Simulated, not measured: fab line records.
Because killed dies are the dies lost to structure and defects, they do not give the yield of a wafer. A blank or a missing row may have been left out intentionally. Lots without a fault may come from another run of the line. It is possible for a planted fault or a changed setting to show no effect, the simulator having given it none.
Chamber matching | flow sky130 | rieDiel-04 running SKY_VIA2_ETCH_14: 4 sister chambers
The step etches BARC in N2/H2, stops on SiO2, time 45.9 s, target depth 60 nm. 18 wafers are shown with their chamber, then 9 later ones without.

WAFERS PAIRED WITH THEIR CHAMBERS
wafer  | chamber | drypumpMotorCurrentA (A) | throttleValvePct (%) | oesProductAu (a.u.)
L075.2 | 0       | 5.9                      | 13.238               | 0.858
L075.3 | 3       | 5.2                      | 13.220               | 0.850
L075.4 | 1       | 6.5                      | 13.225               | 0.852
L076.2 | 1       | 6.6                      | 13.228               | 0.854
L076.3 | 3       | 5.2                      | 13.208               | 0.852
L076.6 | 3       | 5.2                      | 13.223               | 0.856
L083.1 | 0       | 5.9                      | 13.224               | 0.863
L083.5 | 1       | 6.6                      | 13.234               | 0.851
L083.6 | 2       | 6.3                      | 13.253               | 0.850
L084.1 | 2       | 6.3                      | 13.242               | 0.856
L084.3 | 3       | 5.2                      | 13.234               | 0.856
L084.5 | 0       | 5.9                      | 13.209               | 0.848
L086.1 | 3       | 5.2                      | 13.233               | 0.846
L086.2 | 2       | 6.3                      | 13.227               | 0.851
L086.6 | 3       | 5.2                      | 13.217               | 0.863
L089.4 | 1       | 6.5                      | 13.221               | 0.847
L089.5 | 2       | 6.3                      | 13.207               | 0.861
L089.6 | 1       | 6.5                      | 13.240               | 0.861

SIGNATURES (averages over the wafers above)
reading              | chamber 0 | chamber 1 | chamber 2 | chamber 3 | scatter within a chamber
drypumpMotorCurrentA | 5.900     | 6.540     | 6.300     | 5.200     | 0.0293
throttleValvePct     | 13.22367  | 13.22960  | 13.23225  | 13.22250  | 0.0129
oesProductAu         | 0.85633   | 0.85300   | 0.85450   | 0.85383   | 0.00581
Rule: distance of a wafer from a chamber = root of the sum over the readings of ((wafer's reading minus chamber's mean) / reading's scatter) squared. The wafer belongs to the nearest chamber; if the next one is less than 2 further off, it can't be placed. The scatter is the square root of a quotient: the sum, over the shown wafers, of each reading's squared deviation from its chamber's mean, divided by wafers minus chambers.

WAFERS WITHOUT THEIR CHAMBER
wafer  | drypumpMotorCurrentA (A) | throttleValvePct (%) | oesProductAu (a.u.)
L093.2 | 6.6                      | 13.226               | 0.843
L093.3 | 6.3                      | 13.220               | 0.852
L093.4 | 5.2                      | 13.245               | 0.862
L094.1 | 6.6                      | 13.219               | 0.851
L094.4 | 5.9                      | 13.230               | 0.852
L094.6 | 6.2                      | 13.231               | 0.851
L095.1 | 6.3                      | 13.218               | 0.861
L095.4 | 5.2                      | 13.233               | 0.849
L095.6 | 5.2                      | 13.207               | 0.852

CHAMBER TAKEN BY EACH
wafer  | from the rows above | in truth
L093.2 | 1                   | 1
L093.3 | 2                   | 2
L093.4 | 3                   | 3
L094.1 | 1                   | 1
L094.4 | 0                   | 0
L094.6 | 2                   | 2
L095.1 | 2                   | 2
L095.4 | 3                   | 3
L095.6 | 3                   | 3
Correct placement for 9 of the 9. Can't be placed from these rows: 0. Placed wrongly: 0.
